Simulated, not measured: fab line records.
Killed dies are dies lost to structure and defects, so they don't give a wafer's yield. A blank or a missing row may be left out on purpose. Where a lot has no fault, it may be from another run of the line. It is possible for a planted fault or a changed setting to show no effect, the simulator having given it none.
Which tool is to blame? :: flow sky130 :: 14 lots, 42 wafers sampled, at 2 steps of a route of 708

## WHAT THE GAUGES SHOWED, per wafer
Not one reading of a measure or inspect step in the record can be checked against a usual standard deviation.

## WHICH TOOL RAN EACH LOT (tool, then ch and the chambers of the sampled wafers, then the start)
lot: L698
SKY_CAPM_METAL_ETCH_13: rieMetal-04 ch 0,1, day 37 02:34
SKY_PAD_OPEN_PROBE_99: -

lot: L699
SKY_CAPM_METAL_ETCH_13: rieMetal-02 ch 0,1, day 37 05:40
SKY_PAD_OPEN_PROBE_99: -

lot: L700
SKY_CAPM_METAL_ETCH_13: rieMetal-01 ch 0,1, day 38 01:24
SKY_PAD_OPEN_PROBE_99: -

lot: L701
SKY_CAPM_METAL_ETCH_13: rieMetal-01 ch 0,1, day 38 08:28
SKY_PAD_OPEN_PROBE_99: -

lot: L704
SKY_CAPM_METAL_ETCH_13: rieMetal-04 ch 1, day 39 06:03
SKY_PAD_OPEN_PROBE_99: -

lot: L705
SKY_CAPM_METAL_ETCH_13: rieMetal-04 ch 0,1, day 39 13:06
SKY_PAD_OPEN_PROBE_99: -

lot: L706
SKY_CAPM_METAL_ETCH_13: rieMetal-02 ch 0,1, day 39 13:58
SKY_PAD_OPEN_PROBE_99: -

lot: L708
SKY_CAPM_METAL_ETCH_13: rieMetal-04 ch 0,1, day 40 12:28
SKY_PAD_OPEN_PROBE_99: -

lot: L709
SKY_CAPM_METAL_ETCH_13: rieMetal-02 ch 0,1, day 40 20:19
SKY_PAD_OPEN_PROBE_99: prober-02, day 48 12:58

lot: L710
SKY_CAPM_METAL_ETCH_13: rieMetal-04 ch 0,1, day 41 08:34
SKY_PAD_OPEN_PROBE_99: -

lot: L713
SKY_CAPM_METAL_ETCH_13: rieMetal-04 ch 0,1, day 41 22:28
SKY_PAD_OPEN_PROBE_99: -

lot: L716
SKY_CAPM_METAL_ETCH_13: rieMetal-02 ch 0, day 43 19:34
SKY_PAD_OPEN_PROBE_99: -

lot: L717
SKY_CAPM_METAL_ETCH_13: rieMetal-01 ch 0, day 43 19:48
SKY_PAD_OPEN_PROBE_99: -

lot: L718
SKY_CAPM_METAL_ETCH_13: rieMetal-02 ch 0,1, day 43 21:34
SKY_PAD_OPEN_PROBE_99: -
- SKY_CAPM_METAL_ETCH_13: etches TiN in Cl2/BCl3, stops on SiO2, target depth 220 nm, time 62.9 s.
- SKY_PAD_OPEN_PROBE_99

## AS READ BY THE TOOLS THEMSELVES (means over the sampled wafers that have a number; for cases with no such wafer, the mark the record gives instead)
SKY_CAPM_METAL_ETCH_13.
lot: L698
tool: rieMetal-04
drypumpMotorCurrentA (A): 6.4
heBacksideLeakSccm (sccm): 3.37
oesProductAu (a.u.): 0.945
runLengthS (s): 91.3
throttleValvePct (%): 21.909

lot: L699
tool: rieMetal-02
drypumpMotorCurrentA (A): 5.9
heBacksideLeakSccm (sccm): 3.39
oesProductAu (a.u.): 0.942
runLengthS (s): 91.5
throttleValvePct (%): 21.900

lot: L700
tool: rieMetal-01
drypumpMotorCurrentA (A): 5.3
heBacksideLeakSccm (sccm): 3.31
oesProductAu (a.u.): 0.949
runLengthS (s): 91.0
throttleValvePct (%): 21.882

lot: L701
tool: rieMetal-01
drypumpMotorCurrentA (A): 5.5
heBacksideLeakSccm (sccm): 3.21
oesProductAu (a.u.): 0.947
runLengthS (s): 91.2
throttleValvePct (%): 21.910

lot: L704
tool: rieMetal-04
drypumpMotorCurrentA (A): 5.9
heBacksideLeakSccm (sccm): 3.34
oesProductAu (a.u.): 0.949
runLengthS (s): 90.5
throttleValvePct (%): 21.904

lot: L705
tool: rieMetal-04
drypumpMotorCurrentA (A): 6.4
heBacksideLeakSccm (sccm): 3.21
oesProductAu (a.u.): 0.943
runLengthS (s): 91.2
throttleValvePct (%): 21.905

lot: L706
tool: rieMetal-02
drypumpMotorCurrentA (A): 5.8
heBacksideLeakSccm (sccm): 3.34
oesProductAu (a.u.): 0.943
runLengthS (s): 91.8
throttleValvePct (%): 21.895

lot: L708
tool: rieMetal-04
drypumpMotorCurrentA (A): 6.1
heBacksideLeakSccm (sccm): 3.41
oesProductAu (a.u.): 0.952
runLengthS (s): 90.7
throttleValvePct (%): 21.902

lot: L709
tool: rieMetal-02
drypumpMotorCurrentA (A): 5.8
heBacksideLeakSccm (sccm): 3.22
oesProductAu (a.u.): 0.941
runLengthS (s): 92.1
throttleValvePct (%): 21.901

lot: L710
tool: rieMetal-04
drypumpMotorCurrentA (A): 6.2
heBacksideLeakSccm (sccm): 3.32
oesProductAu (a.u.): 0.934
runLengthS (s): 90.8
throttleValvePct (%): 21.895

lot: L713
tool: rieMetal-04
drypumpMotorCurrentA (A): 6.4
heBacksideLeakSccm (sccm): 3.35
oesProductAu (a.u.): 0.944
runLengthS (s): 91.2
throttleValvePct (%): 21.899

lot: L716
tool: rieMetal-02
drypumpMotorCurrentA (A): 5.7
heBacksideLeakSccm (sccm): 3.47
oesProductAu (a.u.): 0.925
runLengthS (s): 94.2
throttleValvePct (%): 21.909

lot: L717
tool: rieMetal-01
drypumpMotorCurrentA (A): 5.8
heBacksideLeakSccm (sccm): 3.36
oesProductAu (a.u.): 0.953
runLengthS (s): 91.8
throttleValvePct (%): 21.901

lot: L718
tool: rieMetal-02
drypumpMotorCurrentA (A): 5.8
heBacksideLeakSccm (sccm): 3.40
oesProductAu (a.u.): 0.922
runLengthS (s): 93.6
throttleValvePct (%): 21.917

SKY_PAD_OPEN_PROBE_99.
lot: L709
tool: prober-02
defectLimitedYield (%): 81.3
killed_at_M0_to_M3: 48
killed_at_M4_up: 3.0
killedAtContacts: 22
killedAtFrontEnd: 19
killedAtOther: 0.0
killedDies: 92
killedOpen: 50
killedShort: 42
sort_bin_3_pad_short (%): 0.9
sort_bin_5_function (%): 12.1
sort_bin_6_memory (%): 5.7
sortNPass: 400
sortYieldPct (%): 81.3

## THE ANSWER, worked out from the rows above alone
Rule: usual is defined by the lots themselves. Put in order of their means at a reading, lots are off if they are a third of the lots or fewer, leave a main group of 4 or more, and stand apart from it by a gap of 3 or more times the standard deviation of the main group's means; of several such gaps the widest counts. A main group whose means are all the same, to the digits that the tables above print for the reading, isn't used. A lot without any number at a reading at which 4 lots or more have one is off too. All remaining lots with rows at the step are treated as sound. The gauges are gone through in route order, then the tools' own readings, and for those a lot's mean is taken as printed above. The first step at which some lot is off is used, and at that step the reading that is off furthest; a lot without a number counts as furthest.
Off at SKY_CAPM_METAL_ETCH_13 (runLengthS): L716, L718. The main group: mean 91.3 s, standard deviation 0.46.
If a tool, at that step or one of the process steps before it, ran each lot that is off and ran no sound lot following the first of them, it fits. One fits: rieMetal-02 at SKY_CAPM_METAL_ETCH_13. Its last sound lot is L709 (day 40 20:19), its first lot that is off L716 (day 43 19:34): a fault that began between those two fits.
The tool's own readings at SKY_CAPM_METAL_ETCH_13 bear it out: on the lots that are off they differ by more than 5 times the standard deviation of the sound lots' means. runLengthS reads 93.9 s there against 91.3 s on the sound lots.

## WHAT HAD BEEN PUT IN BY THE SIMULATOR
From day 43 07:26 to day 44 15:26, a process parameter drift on rieMetal-02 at SKY_CAPM_METAL_ETCH_13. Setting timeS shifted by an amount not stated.
Shown lots that were struck: L716, L718. The rule above reached the same finding.
